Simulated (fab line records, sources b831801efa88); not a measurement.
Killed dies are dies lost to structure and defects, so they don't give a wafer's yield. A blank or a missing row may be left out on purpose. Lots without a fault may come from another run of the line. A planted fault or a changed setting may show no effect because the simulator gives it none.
Which tool did it? | flow sky130 | 11 lots, 33 wafers sampled, at 6 steps of a route of 708

WHAT THE GAUGES READ, wafer by wafer
SKY_VT_ADJUST_HVTP_OVL_MEAS_08. Usual: VT_ADJUST_HVTP_OVL 0.5 nm, standard deviation 1.3.
lot  | measured     | on         | VT_ADJUST_HVTP_OVL (nm) | flag
L503 | day 6 12:43  | overlay-02 | 0.9 0.2 -1.4            |
L505 | day 7 04:31  | overlay-01 | -0.5 -2.4 -0.3          |
L506 | day 7 05:00  | overlay-01 | -1.1 2.2 -1.6           |
L508 | day 7 17:14  | overlay-02 | 0.6 1.0 3.4             |
L507 | day 7 18:04  | overlay-01 | -0.7 -1.5 -0.5          |
L509 | day 8 06:03  | overlay-02 | -0.5 -0.3 -1.1          |
L515 | day 10 00:21 | overlay-01 | 0.4 0.3 0.7             |
L519 | day 10 11:43 | overlay-02 | 2.0 2.3 1.9             |
L522 | day 11 02:46 | overlay-01 | -1.0 -1.9 1.2           |
L523 | day 11 11:58 | overlay-01 | 0.4 0.3 0.1             |
L525 | day 11 18:02 | overlay-02 | 1.6 1.7 1.3             |

SKY_VT_ADJUST_HVTP_TW_MEAS_11. Usual: VT_ADJUST_HVTP_TW 1332, standard deviation 10.
lot  | measured     | on            | VT_ADJUST_HVTP_TW | flag
L503 | day 6 12:59  | film_metro-02 | 1330 1324 1322    |
L505 | day 7 04:47  | film_metro-04 | 1345 1340 1342    |
L506 | day 7 05:18  | film_metro-01 | 1341 1335 1338    |
L508 | day 7 17:31  | film_metro-02 | 1338 1328 1330    |
L507 | day 7 18:21  | film_metro-02 | 1332 1323 1328    |
L509 | day 8 06:20  | film_metro-01 | 1337 1330 1332    |
L515 | day 10 00:38 | film_metro-01 | 1338 1337 1339    |
L519 | day 10 11:59 | film_metro-02 | 1326 1318 1328    |
L522 | day 11 03:02 | film_metro-02 | 1321 1326 1327    |
L523 | day 11 12:16 | film_metro-01 | 1343 1347 1342    |
L525 | day 11 18:20 | film_metro-02 | 1328 1327 1325    |

SKY_SD_N_RS_MEAS_17: measures by four-point-probe. Usual: SD_P_RS 147.3 ohm/sq, standard deviation 0.31.
lot  | measured     | on            | SD_P_RS (ohm/sq)                    | flag
L503 | day 28 09:15 | film_metro-01 | 147.2 147.4 147.6                   |
L505 | day 29 07:26 | film_metro-04 | 147.4 147.6 147.3                   |
L506 | day 29 14:12 | film_metro-01 | 147.0 147.2 147.5                   |
L508 | day 30 04:40 | film_metro-02 | 147.4 147.4 147.6                   |
L507 | day 30 04:22 | film_metro-04 | 147.4 147.2 146.6                   |
L509 | day 31 00:16 | film_metro-04 | 147.4 147.3 147.2                   |
L515 | day 32 23:55 | film_metro-02 | 147.1 147.3 147.2                   |
L519 | day 33 12:41 | film_metro-01 | 149.4 149.3 149.2 149.4 149.6 149.5 | OFF
L522 | day 34 10:01 | film_metro-01 | 146.8 147.0 147.3                   |
L523 | day 34 19:24 | film_metro-01 | 149.0 149.2 148.3 148.7 149.0 148.7 | OFF
L525 | day 34 22:20 | film_metro-01 | 147.6 147.2 147.3                   |

SKY_SD_N_RS_MEAS_18: measures by four-point-probe. Usual: RES_XHIGH_RS 333.9 ohm/sq, standard deviation 1.1.
lot  | measured     | on            | RES_XHIGH_RS (ohm/sq) | flag
L503 | day 28 09:22 | film_metro-01 | 336.0 334.2 334.9     |
L505 | day 29 07:34 | film_metro-04 | 332.3 334.0 333.6     |
L506 | day 29 14:19 | film_metro-01 | 334.9 333.8 333.2     |
L508 | day 30 04:47 | film_metro-02 | 331.8 332.7 333.2     |
L507 | day 30 04:29 | film_metro-04 | 332.7 334.0 334.2     |
L509 | day 31 00:23 | film_metro-04 | 334.9 335.3 334.2     |
L515 | day 33 00:02 | film_metro-02 | 334.0 335.3 333.3     |
L519 | day 33 14:28 | film_metro-01 | 333.3 332.8 334.2     |
L522 | day 34 10:08 | film_metro-01 | 334.1 335.3 336.0     |
L523 | day 35 00:15 | film_metro-01 | 332.6 331.9 332.9     |
L525 | day 34 22:28 | film_metro-01 | 334.5 334.8 334.0     |

WHICH TOOL RAN EACH LOT (tool, then ch and the chambers of the sampled wafers, then the start)
lot  | SKY_VT_ADJUST_HVTR_STRIP_10          | SKY_SD_P_IMPLANT_09
L503 | plasma_asher-03 ch 0,1, day 9 21:59  | implanter-02 ch 0, day 25 21:49
L505 | plasma_asher-01 ch 0,1, day 10 17:13 | implanter-01 ch 0, day 26 20:49
L506 | plasma_asher-03 ch 0,1, day 10 18:04 | implanter-01 ch 0, day 27 03:28
L508 | plasma_asher-03 ch 0, day 11 08:11   | implanter-03 ch 0, day 27 20:02
L507 | plasma_asher-04 ch 0,1, day 11 09:32 | implanter-01 ch 0, day 27 19:27
L509 | plasma_asher-01 ch 0,1, day 12 01:16 | implanter-02 ch 0, day 28 15:05
L515 | plasma_asher-04 ch 0,1, day 14 01:13 | implanter-01 ch 0, day 30 16:44
L519 | plasma_asher-01 ch 0,1, day 14 15:19 | implanter-01 ch 0, day 31 05:23
L522 | plasma_asher-03 ch 1, day 15 09:11   | implanter-02 ch 0, day 32 03:28
L523 | plasma_asher-04 ch 0,1, day 15 22:40 | implanter-01 ch 0, day 32 12:15
L525 | plasma_asher-03 ch 1, day 16 02:58   | implanter-02 ch 0, day 32 15:37
- SKY_VT_ADJUST_HVTR_STRIP_10: strips in O2/N2.
- SKY_SD_P_IMPLANT_09

WHAT THE TOOLS THEMSELVES READ (means of the sampled wafers that have a number; where no wafer has one, the mark that the record gives instead)
SKY_VT_ADJUST_HVTR_STRIP_10. Usual: drypump_motor_current_A 5.45 A, standard deviation 0.19; oes_product_au 0.715 a.u., standard deviation 0.0045; strip_time_to_endpoint_s 14.18 s, standard deviation 0.04.
lot  | tool            | drypump_motor_current_A (A) | oes_product_au (a.u.) | strip_time_to_endpoint_s (s) | flag
L503 | plasma_asher-03 | 5.32                        | 0.714                 | 14.17                        |
L505 | plasma_asher-01 | 5.35                        | 0.714                 | 14.23                        |
L506 | plasma_asher-03 | 5.35                        | 0.713                 | 14.10                        |
L508 | plasma_asher-03 | 5.27                        | 0.713                 | 14.19                        |
L507 | plasma_asher-04 | 5.54                        | 0.709                 | 14.18                        |
L509 | plasma_asher-01 | 5.33                        | 0.713                 | 14.20                        |
L515 | plasma_asher-04 | 5.69                        | 0.717                 | 14.10                        |
L519 | plasma_asher-01 | 5.34                        | 0.715                 | 14.21                        |
L522 | plasma_asher-03 | 5.41                        | 0.713                 | 14.14                        |
L523 | plasma_asher-04 | 5.67                        | 0.710                 | 14.16                        |
L525 | plasma_asher-03 | 5.37                        | 0.713                 | 14.15                        |

SKY_SD_P_IMPLANT_09. Usual: beam_energy_keV 19.999, standard deviation 0.0061.
lot  | tool         | beam_energy_keV | flag
L503 | implanter-02 | 19.993          |
L505 | implanter-01 | 20.005          |
L506 | implanter-01 | 20.005          |
L508 | implanter-03 | 19.999          |
L507 | implanter-01 | 20.003          |
L509 | implanter-02 | 20.001          |
L515 | implanter-01 | 20.006          |
L519 | implanter-01 | 19.433          | OFF
L522 | implanter-02 | 19.998          |
L523 | implanter-01 | 19.449          | OFF
L525 | implanter-02 | 19.998          |

THE ANSWER, worked out from the rows above alone
Rule: a lot is off if the mean of its wafers that have a number lies more than 3 standard deviations from the usual mean. A lot without any number at a reading at which 4 lots or more have one is off too. The other lots that the step has rows for count as sound. The gauges are gone through in route order, then the tools' own readings, and for those a lot's mean is taken as printed above. The first step at which some lot is off is used, and at that step the reading that is off furthest; a lot without a number counts as furthest.
Off: L519, L523, at SKY_SD_N_RS_MEAS_17 (SD_P_RS).
A tool fits if, at a process step before that reading, it ran every lot that is off, and no sound lot after the first of them. The gauges at SKY_SD_N_RS_MEAS_17 aren't tried: what is off there is off at SKY_SD_P_IMPLANT_09 too, on other tools, and a gauge's error can't cause that. One fits: implanter-01 at SKY_SD_P_IMPLANT_09. Its last sound lot is L515 (day 30 16:44), its first lot that is off L519 (day 31 05:23): a fault that began between those two fits.
The tool's own readings at SKY_SD_P_IMPLANT_09 bear it out: on the lots that are off they differ by more than 5 times the standard deviation of the sound lots' means. beam_energy_keV reads 19.441 there against 20.001 on the sound lots.

WHAT THE SIMULATOR HAD PUT IN
Process parameter drift: implanter-01, from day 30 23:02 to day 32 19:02, at SKY_SD_P_IMPLANT_09. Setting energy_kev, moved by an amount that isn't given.
Lots struck among those shown: L519, L523. The rule above found the same.
